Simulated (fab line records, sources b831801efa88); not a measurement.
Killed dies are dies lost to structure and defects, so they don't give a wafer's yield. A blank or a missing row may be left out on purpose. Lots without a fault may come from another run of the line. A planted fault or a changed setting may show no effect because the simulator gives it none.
One fault seen from 2 desks | flow sky130 | each desk has only its own numbers; what lay behind them comes last

THE METROLOGY DESK
What the gauges read, lot by lot, whatever tool the lot ran on: means of the sampled wafers that have a number. A lot is out of limits, marked OUT, if its mean lies more than 4 standard deviations from the usual mean; the brackets give that distance.
Columns: A = cd_nm at SKY_SONOS_TUNNEL_CD_MEAS_07, usual 410.1 nm; B = cd_nm at SKY_POLY_GATE_CD_MEAS_13, usual 150.6 nm
lot  | first seen here | A     | B
L794 | day 11 00:21    | 409.0 | 152.1
L795 | day 11 06:28    | 410.1 | 148.6
L796 | day 11 15:18    | 408.1 | 150.6
L797 | day 12 13:04    | 411.9 | 151.5
L798 | day 12 19:05    | 407.5 | 148.3
L799 | day 12 20:44    | 411.2 | 150.1
L810 | day 16 15:02    | 412.1 | 150.3
L811 | day 16 19:17    | 411.2 | 149.8
L813 | day 18 03:18    | 411.8 | 150.6
L812 | day 18 05:16    | 406.3 | 148.7
L814 | day 18 07:32    | 410.0 | 149.5
L816 | day 18 21:34    | 411.3 | 151.6
L817 | day 19 12:18    | 409.1 | 152.1
This desk's finding: nothing out of limits on any of the 13 lots.

THE TOOL OWNER'S DESK: implanter-04
The tool's own readings at SKY_GATE_OXIDE_IMPLANT_11: means of the sampled wafers that have a number, for each lot that ran on this tool. A lot is out of limits, marked OUT, if its mean lies more than 4 standard deviations from the usual mean; the brackets give that distance.
Columns: A = beam_energy_keV at SKY_GATE_OXIDE_IMPLANT_11, usual 10.000
lot  | first seen here | A
L796 | day 14 04:13    | 9.998
L797 | day 15 00:14    | 10.002
L798 | day 15 08:25    | 10.791 (+99 or more) OUT
L799 | day 15 08:52    | 10.789 (+99 or more) OUT
L810 | day 19 13:02    | 10.000
L816 | day 21 19:53    | 10.000
L817 | day 22 07:35    | 10.002
This desk's finding: out of limits on L798, L799; first on L798, day 15 08:25 (beam_energy_keV at SKY_GATE_OXIDE_IMPLANT_11). In limits: L796, L797, L810, L816, L817.

PUT TOGETHER
The tool owner's desk could have raised an alarm at day 15 08:25, on L798, L799.
The metrology desk saw nothing out of limits.
The metrology desk has L798, L799 on record, within its limits.
Of the lots named, all ran SKY_GATE_OXIDE_IMPLANT_11 on implanter-04.

WHAT THE SIMULATOR HAD PUT IN
Process parameter drift: implanter-04, from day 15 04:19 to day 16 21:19, at SKY_GATE_OXIDE_IMPLANT_11. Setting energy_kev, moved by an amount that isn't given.
Lots struck among those shown: L798, L799.
Hours from the fault's start to each desk's first reading out of limits: the tool owner's desk, 4.
